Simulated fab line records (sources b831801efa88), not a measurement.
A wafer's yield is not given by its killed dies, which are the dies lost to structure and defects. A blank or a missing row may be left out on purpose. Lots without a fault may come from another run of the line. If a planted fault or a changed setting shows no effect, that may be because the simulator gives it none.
Split-lot experiment / flow sfq line / 5 lots, 23 wafers read, on a route of 325 steps

ON THE SPLIT
At SFQ_TRILAYER_I1_VIA_LITHO_EXPOSE_050 (exposes mask I1, target cd 500 nm), the setting dose mj was moved away from the recipe's 21.3 on 12 of the 23 wafers read, by -2.8% to +5.8%. This setting was run at the recipe's value on the other wafers.

FROM THE SPLIT TO THE READING: what the file shows between them, 2 steps
- SFQ_TRILAYER_I1_VIA_LITHO_PEB_052: peb time 60 s
- SFQ_TRILAYER_I1_VIA_LITHO_DEVELOP_051: time 60 s

THE READING
I1.cd nm (the simulator's own value, which no gauge read), in nm, at SFQ_TRILAYER_I1_VIA_BARC_OPEN_VIA_ETCH_071 (etches BARC in O2, target depth 125 nm, time 41.7 s). The file gives no usual value for it. Average 500.7 nm, standard deviation 0.99 nm, over the 11 wafers here run with the recipe.

wafer=L075.3; tool, chamber at the split=krf scanner-01, 0; dose mj as run=21.3; against the recipe=recipe; I1.cd nm, nm=500.6; against lot-mates on the recipe=-
wafer=L075.4; tool, chamber at the split=krf scanner-01, 0; dose mj as run=21.3; against the recipe=recipe; I1.cd nm, nm=501.2; against lot-mates on the recipe=-
wafer=L075.5; tool, chamber at the split=krf scanner-01, 0; dose mj as run=21.3; against the recipe=recipe; I1.cd nm, nm=500.7; against lot-mates on the recipe=-
wafer=L079.1; tool, chamber at the split=krf scanner-02, 0; dose mj as run=21.93; against the recipe=+3.0%; I1.cd nm, nm=503.5; against lot-mates on the recipe=+3.6
wafer=L079.2; tool, chamber at the split=krf scanner-02, 0; dose mj as run=21.3; against the recipe=recipe; I1.cd nm, nm=501; against lot-mates on the recipe=-
wafer=L079.4; tool, chamber at the split=krf scanner-02, 0; dose mj as run=21.93; against the recipe=+3.0%; I1.cd nm, nm=504.1; against lot-mates on the recipe=+4.2
wafer=L079.5; tool, chamber at the split=krf scanner-02, 0; dose mj as run=21.93; against the recipe=+3.0%; I1.cd nm, nm=504.5; against lot-mates on the recipe=+4.6
wafer=L079.6; tool, chamber at the split=krf scanner-02, 0; dose mj as run=21.3; against the recipe=recipe; I1.cd nm, nm=498.7; against lot-mates on the recipe=-
wafer=L080.1; tool, chamber at the split=krf scanner-01, 0; dose mj as run=20.71; against the recipe=-2.8%; I1.cd nm, nm=498.1; against lot-mates on the recipe=-3.5
wafer=L080.2; tool, chamber at the split=krf scanner-01, 0; dose mj as run=20.71; against the recipe=-2.8%; I1.cd nm, nm=496.8; against lot-mates on the recipe=-4.8
wafer=L080.3; tool, chamber at the split=krf scanner-01, 0; dose mj as run=21.3; against the recipe=recipe; I1.cd nm, nm=500.8; against lot-mates on the recipe=-
wafer=L080.4; tool, chamber at the split=krf scanner-01, 0; dose mj as run=20.71; against the recipe=-2.8%; I1.cd nm, nm=495.9; against lot-mates on the recipe=-5.7
wafer=L080.5; tool, chamber at the split=krf scanner-01, 0; dose mj as run=21.3; against the recipe=recipe; I1.cd nm, nm=502.4; against lot-mates on the recipe=-
wafer=L081.1; tool, chamber at the split=krf scanner-02, 0; dose mj as run=22.31; against the recipe=+4.7%; I1.cd nm, nm=510.3; against lot-mates on the recipe=+9.7
wafer=L081.2; tool, chamber at the split=krf scanner-02, 0; dose mj as run=22.31; against the recipe=+4.7%; I1.cd nm, nm=508.2; against lot-mates on the recipe=+7.6
wafer=L081.3; tool, chamber at the split=krf scanner-02, 0; dose mj as run=21.3; against the recipe=recipe; I1.cd nm, nm=500; against lot-mates on the recipe=-
wafer=L081.5; tool, chamber at the split=krf scanner-02, 0; dose mj as run=21.3; against the recipe=recipe; I1.cd nm, nm=501.3; against lot-mates on the recipe=-
wafer=L081.6; tool, chamber at the split=krf scanner-02, 0; dose mj as run=22.31; against the recipe=+4.7%; I1.cd nm, nm=507.5; against lot-mates on the recipe=+6.9
wafer=L083.2; tool, chamber at the split=krf scanner-02, 0; dose mj as run=22.53; against the recipe=+5.8%; I1.cd nm, nm=509.9; against lot-mates on the recipe=+9.1
wafer=L083.3; tool, chamber at the split=krf scanner-02, 0; dose mj as run=22.53; against the recipe=+5.8%; I1.cd nm, nm=508.1; against lot-mates on the recipe=+7.4
wafer=L083.4; tool, chamber at the split=krf scanner-02, 0; dose mj as run=21.3; against the recipe=recipe; I1.cd nm, nm=501.9; against lot-mates on the recipe=-
wafer=L083.5; tool, chamber at the split=krf scanner-02, 0; dose mj as run=22.53; against the recipe=+5.8%; I1.cd nm, nm=509.4; against lot-mates on the recipe=+8.6
wafer=L083.6; tool, chamber at the split=krf scanner-02, 0; dose mj as run=21.3; against the recipe=recipe; I1.cd nm, nm=499.6; against lot-mates on the recipe=-

FIT RESULTS
A straight line over all 23 wafers: I1.cd nm changes by +1.47 nm for each +1% of dose mj; r = +0.97; the points scatter about the line by 1.1 nm.
The same after taking each lot's own level away (the mean of its wafers on the recipe; 23 wafers): +1.56 nm for each +1%; r = +0.98; scatter 0.96 nm.
On that fit, the largest move of dose mj shifts the reading by 9 nm.
Measured against the standard deviation above, the lots' own levels, which go from 499.85 to 501.60 nm, span 1.8 times it.
Hence the lot-to-lot level has little effect on the slope; both slopes agree.
Check: for one of the wafers moved furthest among these (+5.8%), held out of the fit, the line's prediction against its lot-mates is +8.87 nm. It came out at +9.15 nm against them.

OTHER SPLITS APPLIED TO THESE WAFERS
Before the reading, these wafers also passed through other splits. Each is held against what the fit with the lots' levels taken away leaves over:
other split on the same wafers=SFQ_TRILAYER_L0_LITHO_COAT_010 spin rpm; wafers away from the commonest value=7; r with I1.cd nm (lot level and that fit taken away)=+0.44
other split on the same wafers=SFQ_TRILAYER_L0_VIA_LITHO_COAT_013 spin rpm; wafers away from the commonest value=10; r with I1.cd nm (lot level and that fit taken away)=+0.05
other split on the same wafers=SFQ_TRILAYER_M0_LITHO_PEB_024 peb temp c; wafers away from the commonest value=4; r with I1.cd nm (lot level and that fit taken away)=+0.05
other split on the same wafers=SFQ_TRILAYER_M0_BARC_OPEN_METAL_ETCH_031 bias w; wafers away from the commonest value=5; r with I1.cd nm (lot level and that fit taken away)=-0.04
other split on the same wafers=SFQ_TRILAYER_I0_CMP_CMP_028 leave above ref nm; wafers away from the commonest value=6; r with I1.cd nm (lot level and that fit taken away)=-0.03
other split on the same wafers=SFQ_TRILAYER_I0_VIA_ETCH_VIA_ETCH_034 source w; wafers away from the commonest value=9; r with I1.cd nm (lot level and that fit taken away)=-0.19
other split on the same wafers=SFQ_TRILAYER_M1_LITHO_PEB_042 peb temp c; wafers away from the commonest value=7; r with I1.cd nm (lot level and that fit taken away)=+0.31
other split on the same wafers=SFQ_TRILAYER_I1_VIA_LITHO_COAT_049 spin rpm; wafers away from the commonest value=10; r with I1.cd nm (lot level and that fit taken away)=+0.26

THE FILE'S OWN FIT
I1.cd nm changes by +1.55 nm for each +1% of dose mj, r = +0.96.
